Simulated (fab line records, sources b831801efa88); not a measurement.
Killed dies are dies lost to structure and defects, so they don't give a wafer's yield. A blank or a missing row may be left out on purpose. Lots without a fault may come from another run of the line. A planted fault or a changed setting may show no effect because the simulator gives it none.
A struck lot beside a sound one | flow sky130 | 15 steps out of a route of 708
Sound: wafers L841.2, L841.4, L841.5. Struck: wafers L851.1, L851.4, L851.5. The cause comes at the end.
At each step with rows: each side's tool, then ch and its chambers, then its first start. Under that, the readings that differ: sound wafers | struck wafers | difference of the means | sigmas: that difference in standard deviations of wafers without a fault.
alike: readings whose means differ by less than 2 such deviations, and words and numbers that are the same on both sides. not compared: withheld readings, readings that some wafer has no value for, bounds like >300 that may hide the same value, and numbers for which the record gives no deviation and whose values overlap.
The two part at a step that has a row with sigmas, a row that says differs or no value, or rows on one side only. Numbers that don't overlap but have no deviation are shown without sigmas and don't part them. A reading that every wafer of one side lacks parts them only if that side has two wafers or more.

first, 2 steps without rows for these wafers: SKY_LOCAL_INTERCONNECT_CLEAN_17 (cleans in IPA, time 180 s); SKY_LOCAL_INTERCONNECT_CLEAN_18 (cleans in O3/DIW).
SKY_CONTACT_CVD_00: deposits Si3N4, target thk 75 nm.
  sound on pecvd-04 ch 0,1,2, day 32 07:31; struck on pecvd-03 ch 1,2, day 34 23:56
  alike: heater_power_outer_w, heater_power_w, rf_fwd_power_W
SKY_CONTACT_THK_MEAS_01:
  sound on film_metro-03, day 32 07:33; struck on film_metro-02, day 34 23:58
  alike: CONTACT_CVD_00_THK
then, 1 step without rows for these wafers: SKY_CONTACT_HDPCVD_02 (deposits SiO2, target thk 565 nm, time 94.2 s).
SKY_CONTACT_THK_MEAS_03:
  sound on film_metro-01, day 32 07:41; struck on film_metro-01, day 35 00:06
  alike: CONTACT_HDPCVD_THK
SKY_CONTACT_CMP_04: polishes SiO2.
  sound on cmp-01 ch 1,2, day 32 07:53; struck on cmp-02 ch 1,3, day 35 00:13
  alike: motor_current_A, time_to_endpoint_s
SKY_CONTACT_BOW_MEAS_05:
  sound on film_metro-02, day 32 08:12; struck on film_metro-01, day 35 00:28
  alike: CONTACT_BOW
then, 4 steps without rows for these wafers: SKY_CONTACT_DEHYDRATE_06 (time 60 s); SKY_CONTACT_HMDS_07 (prime time 60 s); SKY_CONTACT_COAT_08 (resist thk 60 nm); SKY_CONTACT_COAT_09 (resist thk 450 nm).
SKY_CONTACT_SOFTBAKE_10: time 90 s.
  sound on litho_track-01 ch 0, day 32 21:00; struck on litho_track-02 ch 0, day 35 14:00
  reading                  | sound                | struck            | difference | sigmas
  heater_power_total_W (W) | 57.40 57.33 57.49    | 66.03 65.88 65.65 | +8.45      | +77
  run_length_s (s)         | 119.17 119.24 119.30 | 88.32 88.61 88.30 | -30.83     | -99 or more
  alike: resist_line_temp_C
then, 1 step without rows for these wafers: SKY_CONTACT_EXPOSE_11 (exposes mask CTM1, target cd 170 nm).
-- the record jumps here: 14 days lie between the struck wafers' starts before and after (it left off in module CONTACT and takes up again in module PAD_OPEN, whose first step shown is number 708 of the route) --
SKY_PAD_OPEN_PROBE_99:
  sound on prober-02, day 47 05:12; struck on prober-02, day 49 04:06
  alike: killed_at_M0_to_M3, killed_at_M4_up, killed_at_contacts, killed_at_front_end, killed_at_other, killed_dies, killed_on_rim, killed_open, killed_short

WHERE THEY PART
Only at SKY_CONTACT_SOFTBAKE_10, within this record. Later steps at which nothing parts them and some readings are alike: SKY_PAD_OPEN_PROBE_99.

WHY: what the simulator had put in
Process parameter drift: litho_track-02, from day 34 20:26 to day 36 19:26, at SKY_CONTACT_SOFTBAKE_10. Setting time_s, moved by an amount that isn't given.
